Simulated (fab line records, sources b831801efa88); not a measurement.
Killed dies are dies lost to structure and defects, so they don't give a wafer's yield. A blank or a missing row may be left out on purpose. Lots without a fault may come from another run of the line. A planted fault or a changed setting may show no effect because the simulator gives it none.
A struck lot beside a sound one | flow sky130 | 17 steps out of a route of 708
Sound: wafers L924.1, L924.5, L924.6. Struck: wafers L937.3, L937.4, L937.6. The cause comes at the end.
At each step with rows: each side's tool, then ch and its chambers, then its first start. Under that, the readings that differ: sound wafers | struck wafers | difference of the means | sigmas: that difference in standard deviations of wafers without a fault.
alike: readings whose means differ by less than 2 such deviations, and words and numbers that are the same on both sides. not compared: withheld readings, readings that some wafer has no value for, bounds like >300 that may hide the same value, and numbers for which the record gives no deviation and whose values overlap.
The two part at a step that has a row with sigmas, a row that says differs or no value, or rows on one side only. Numbers that don't overlap but have no deviation are shown without sigmas and don't part them. A reading that every wafer of one side lacks parts them only if that side has two wafers or more.

first, 1 step without rows for these wafers: SKY_VT_ADJUST_LVTN_IMPLANT_19.
SKY_VT_ADJUST_LVTN_STRIP_20: strips in O2/N2.
  sound on plasma_asher-04 ch 0,1, day 8 11:36; struck on plasma_asher-02 ch 0,1, day 12 05:42
  alike: drypump_motor_current_A, oes_product_au, strip_time_to_endpoint_s
  not compared: rf_hours_counter_h
SKY_VT_ADJUST_LVTN_TW_MEAS_21:
  sound on film_metro-04, day 8 11:42; struck on film_metro-04, day 12 05:47
  alike: VT_ADJUST_LVTN_2_TW
then, 7 steps without rows for these wafers: SKY_VT_ADJUST_NCORE_DEHYDRATE_00 (time 60 s); SKY_VT_ADJUST_NCORE_HMDS_01 (prime time 60 s); SKY_VT_ADJUST_NCORE_COAT_02 (resist thk 1140 nm); SKY_VT_ADJUST_NCORE_SOFTBAKE_03 (time 60 s); SKY_VT_ADJUST_NCORE_EXPOSE_04 (exposes mask LVTN COMPLEMENT THIN, target cd 380 nm); SKY_VT_ADJUST_NCORE_PEB_05; SKY_VT_ADJUST_NCORE_DEVELOP_06 (develop time 60 s).
SKY_VT_ADJUST_NCORE_CD_MEAS_07: target cd 380 nm.
  sound on cd_sem-02, day 9 08:41; struck on cd_sem-02, day 13 05:39
  alike: cd_nm
SKY_VT_ADJUST_NCORE_OVL_MEAS_08:
  sound on overlay-02, day 9 08:49; struck on overlay-01, day 13 05:44
  reading                  | sound          | struck       | difference | sigmas
  VT_ADJUST_NCORE_OVL (nm) | -1.7 -3.4 -1.4 | 2.1 0.3 -0.8 | +2.7       | +2
SKY_VT_ADJUST_NCORE_IMPLANT_09:
  sound on implanter-01 ch 0, day 9 08:51; struck on implanter-01 ch 0, day 13 05:49
  reading            | sound                            | struck                        | difference | sigmas
  dose_ions_cm2      | 2.3963e+12 2.3992e+12 2.3957e+12 | 4.819e+11 4.798e+11 4.802e+11 | -1.916e+12 | -99 or more
  faraday_current_uA | 13.64 13.52 13.68                | 2.65 2.65 2.73                | -10.94     | -39
  alike: beam_on_s
SKY_VT_ADJUST_NCORE_STRIP_10: strips in O2/N2.
  sound on plasma_asher-01 ch 0,1, day 9 09:00; struck on plasma_asher-04 ch 0,1, day 13 05:57
  reading                      | sound             | struck            | difference | sigmas
  strip_time_to_endpoint_s (s) | 14.24 14.25 14.25 | 14.13 14.11 14.12 | -0.13      | -3
  alike: drypump_motor_current_A, oes_product_au
  not compared: rf_hours_counter_h
SKY_VT_ADJUST_NCORE_TW_MEAS_11:
  sound on film_metro-02, day 9 09:06; struck on film_metro-03, day 13 06:02
  reading            | sound             | struck            | difference | sigmas
  VT_ADJUST_NCORE_TW | 216.9 216.2 216.8 | 141.3 141.5 141.4 | -75.2      | -40
then, 1 step without rows for these wafers: SKY_VT_ADJUST_HVTR_DEHYDRATE_00 (time 60 s).
-- the record jumps here: 36 days lie between the struck wafers' starts before and after (it left off in module VT_ADJUST_HVTR and takes up again in module PAD_OPEN, whose first step shown is number 708 of the route) --
SKY_PAD_OPEN_PROBE_99:
  sound on prober-01, day 46 15:36; struck on prober-02, day 49 12:56
  reading                                    | sound                         | struck                        | difference | sigmas
  model.etest.nfet_16v.r_on_ohm_um           | 1.387e+04 1.422e+04 1.391e+04 | 1.15e+04 1.153e+04 1.163e+04  | -2.45e+03  |
  model.etest.pfet_16v.r_on_ohm_um           | 1.557e+04 1.555e+04 1.514e+04 | 1.798e+04 1.738e+04 1.885e+04 | +2.650e+03 |
  model.etest.pfet_g5v0d10v5.r_on_ohm_um     | 4692 4828 4779                | 5747 5871 5733                | +1017      |
  model.etest.tip_p.rs_ohm_sq                | 6834 6827 6826                | 7590 7529 7526                | +719       |
  model.etest.pfet_01v8.r_on_ohm_um          | 2807 2893 3011                | 3227 3307 3254                | +359       |
  model.etest.res_pwell_under_gate.rs_ohm_sq | 2296 2295 2280                | 2564 2549 2574                | +272       |
  model.etest.nfet_g5v0d10v5.r_on_ohm_um     | 1845 1867 1881                | 1656 1677 1658                | -201       |
  model.etest.tip_p_5v.rs_ohm_sq             | 2898 2923 2905                | 3050 3050 3047                | +140       |
  alike: killed_at_M0_to_M3, killed_at_M4_up, killed_at_contacts, killed_at_front_end, killed_at_other, killed_dies, killed_open, killed_short

WHERE THEY PART
First at SKY_VT_ADJUST_NCORE_OVL_MEAS_08; last, within this record, at SKY_VT_ADJUST_NCORE_TW_MEAS_11. Later steps at which nothing parts them and some readings are alike: SKY_PAD_OPEN_PROBE_99.

WHY: what the simulator had put in
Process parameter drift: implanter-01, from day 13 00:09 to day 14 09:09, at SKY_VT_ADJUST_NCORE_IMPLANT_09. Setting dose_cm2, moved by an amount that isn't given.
